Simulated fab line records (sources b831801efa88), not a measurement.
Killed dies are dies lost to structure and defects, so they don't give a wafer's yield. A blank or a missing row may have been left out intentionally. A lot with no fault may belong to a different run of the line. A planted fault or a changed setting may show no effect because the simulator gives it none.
Which tool did it? + flow gf180mcu + 72 wafers from 24 lots sampled at 3 of the route's 602 steps

== WHAT THE GAUGES SHOWED, per wafer ==
GF_CONTACT_THK_MEAS_26: measures by xrf.
| lot  | measured     | on            | CONTACT_W_THK (nm) |
|------|--------------|---------------|--------------------|
| L074 | day 15 20:25 | film-metro-04 | 294 296 293        |
| L075 | day 15 23:32 | film-metro-01 | 294 294 295        |
| L076 | day 16 09:04 | film-metro-04 | 296 289 299        |
| L077 | day 17 01:43 | film-metro-01 | 291 298 293        |
| L078 | day 17 09:17 | film-metro-03 | 289 296 287        |
| L079 | day 17 22:25 | film-metro-04 | 291 292 292        |
| L080 | day 18 13:01 | film-metro-04 | 292 295 291        |
| L081 | day 18 22:58 | film-metro-01 | 296 292 302        |
| L082 | day 19 13:37 | film-metro-04 | 293 298 295        |
| L083 | day 19 22:08 | film-metro-01 | 297 296 296        |
| L084 | day 20 11:27 | film-metro-01 | 295 298 302        |
| L085 | day 20 22:21 | film-metro-04 | 292 296 298        |
| L086 | day 20 23:15 | film-metro-04 | 298 298 300        |
| L087 | day 21 09:02 | film-metro-04 | 295 295 295        |
| L088 | day 21 20:06 | film-metro-01 | 304 298 299        |
| L089 | day 22 05:49 | film-metro-03 | 299 296 295        |
| L090 | day 22 07:26 | film-metro-01 | 300 299 294        |
| L091 | day 22 12:47 | film-metro-01 | 292 297 297        |
| L092 | day 22 14:40 | film-metro-03 | 294 297 297        |
| L094 | day 23 06:21 | film-metro-01 | 297 300 299        |
| L093 | day 23 11:17 | film-metro-03 | 293 294 295        |
| L095 | day 23 12:08 | film-metro-01 | 298 298 297        |
| L096 | day 23 20:08 | film-metro-04 | 303 299 300        |
| L097 | day 24 04:53 | film-metro-04 | 295 294 294        |

GF_M3_RS_MEAS_05: a four-point-probe measurement.
| lot  | measured     | on            | M3_ALCU_RS (ohm/sq)  |
|------|--------------|---------------|----------------------|
| L074 | day 20 01:07 | film-metro-02 | 0.0690 0.0696 0.0695 |
| L075 | day 20 05:03 | film-metro-03 | 0.0690 0.0693 0.0687 |
| L076 | day 20 15:37 | film-metro-02 | 0.0693 0.0700 0.0688 |
| L077 | day 21 09:01 | film-metro-02 | 0.0703 0.0699 0.0708 |
| L078 | day 21 15:34 | film-metro-03 | 0.0700 0.0709 0.0700 |
| L079 | day 22 05:59 | film-metro-03 | 0.0707 0.0693 0.0691 |
| L080 | day 22 17:48 | film-metro-03 | 0.0695 0.0696 0.0694 |
| L081 | day 23 04:39 | film-metro-03 | 0.0690 0.0692 0.0694 |
| L082 | day 24 00:04 | film-metro-03 | 0.0698 0.0694 0.0711 |
| L083 | day 24 02:55 | film-metro-02 | 0.0694 0.0691 0.0691 |
| L084 | day 24 15:44 | film-metro-03 | 0.0709 0.0697 0.0694 |
| L085 | day 25 00:19 | film-metro-04 | 0.0703 0.0695 0.0706 |
| L086 | day 25 01:16 | film-metro-04 | 0.0690 0.0688 0.0691 |
| L087 | day 25 10:48 | film-metro-03 | 0.0701 0.0693 0.0695 |
| L088 | day 25 20:48 | film-metro-02 | 0.0695 0.0683 0.0690 |
| L089 | day 26 05:14 | film-metro-03 | 0.0688 0.0693 0.0710 |
| L090 | day 26 06:50 | film-metro-03 | 0.0695 0.0699 0.0693 |
| L091 | day 26 12:58 | film-metro-03 | 0.0701 0.0696 0.0698 |
| L092 | day 26 13:26 | film-metro-04 | 0.0694 0.0700 0.0702 |
| L094 | day 27 03:22 | film-metro-02 | 0.0698 0.0683 0.0704 |
| L093 | day 27 07:26 | film-metro-03 | 0.0687 0.0697 0.0702 |
| L095 | day 27 08:26 | film-metro-04 | 0.0699 0.0702 0.0703 |
| L096 | day 27 15:51 | film-metro-04 | 0.0682 0.0688 0.0693 |
| L097 | day 28 00:33 | film-metro-02 | 0.0696 0.0685 0.0686 |

GF_V4_THK_MEAS_25: measures by xrf.
| lot  | measured     | on            | V4_W_THK (nm) |
|------|--------------|---------------|---------------|
| L074 | day 24 04:28 | film-metro-01 | 355 355 349   |
| L075 | day 24 07:44 | film-metro-03 | 344 350 347   |
| L076 | day 24 17:43 | film-metro-01 | 352 356 353   |
| L077 | day 25 09:48 | film-metro-04 | 346 342 340   |
| L078 | day 25 14:28 | film-metro-01 | 353 352 350   |
| L079 | day 26 04:50 | film-metro-04 | 345 345 337   |
| L080 | day 26 16:01 | film-metro-04 | 347 350 350   |
| L081 | day 27 01:53 | film-metro-01 | 352 351 347   |
| L082 | day 27 18:53 | film-metro-04 | 340 344 346   |
| L083 | day 27 22:34 | film-metro-04 | 349 353 341   |
| L084 | day 28 07:44 | film-metro-01 | 346 343 340   |
| L085 | day 28 14:34 | film-metro-04 | 342 343 341   |
| L086 | day 28 17:52 | film-metro-04 | 347 338 343   |
| L087 | day 29 01:19 | film-metro-01 | 344 345 346   |
| L088 | day 29 12:04 | film-metro-03 | 337 338 343   |
| L089 | day 29 18:04 | film-metro-03 | 336 335 337   |
| L090 | day 29 19:23 | film-metro-04 | 340 342 339   |
| L091 | day 30 01:00 | film-metro-01 | 347 347 347   |
| L092 | day 30 01:14 | film-metro-04 | 340 343 335   |
| L094 | day 30 14:16 | film-metro-01 | 338 340 337   |
| L093 | day 30 18:49 | film-metro-03 | 338 338 338   |
| L095 | day 30 18:56 | film-metro-04 | 347 349 348   |
| L096 | day 31 00:20 | film-metro-03 | 346 346 344   |
| L097 | day 31 09:20 | film-metro-01 | 342 346 345   |

== TOOL THAT RAN EACH LOT (tool first, then ch and the chambers of the sampled wafers, then the start) ==
Before these readings, the record contains no process step.

== AS READ BY THE TOOLS THEMSELVES (means over the sampled wafers that have a number; for cases with no such wafer, the mark the record gives instead) ==
The record holds no such reading with a usual standard deviation.

== THE ANSWER, worked out from the rows above alone ==
Rule: what is usual is taken from the lots themselves. The widest of any qualifying gaps counts: lots, ordered by their means at a reading, are off when they make up no more than a third of the lots, leave a main group of 4 or more, and stand apart from it by 3 or more times the standard deviation of that group's means. The tables above print the reading to a certain number of digits; a main group whose means all agree to those digits is not used. A lot without any number at a reading at which 4 lots or more have one is off too. Any other lot the step has rows for is counted as sound. Order of review: gauges by route order, followed by the tools' own readings, for which a lot's mean as printed above is used. The first step at which some lot is off is used, and at that step the reading that is off furthest; a lot without a number counts as furthest.
None of the lots is off at any reading shown; this tells nothing.

== WHAT THE SIMULATOR HAD PUT IN ==
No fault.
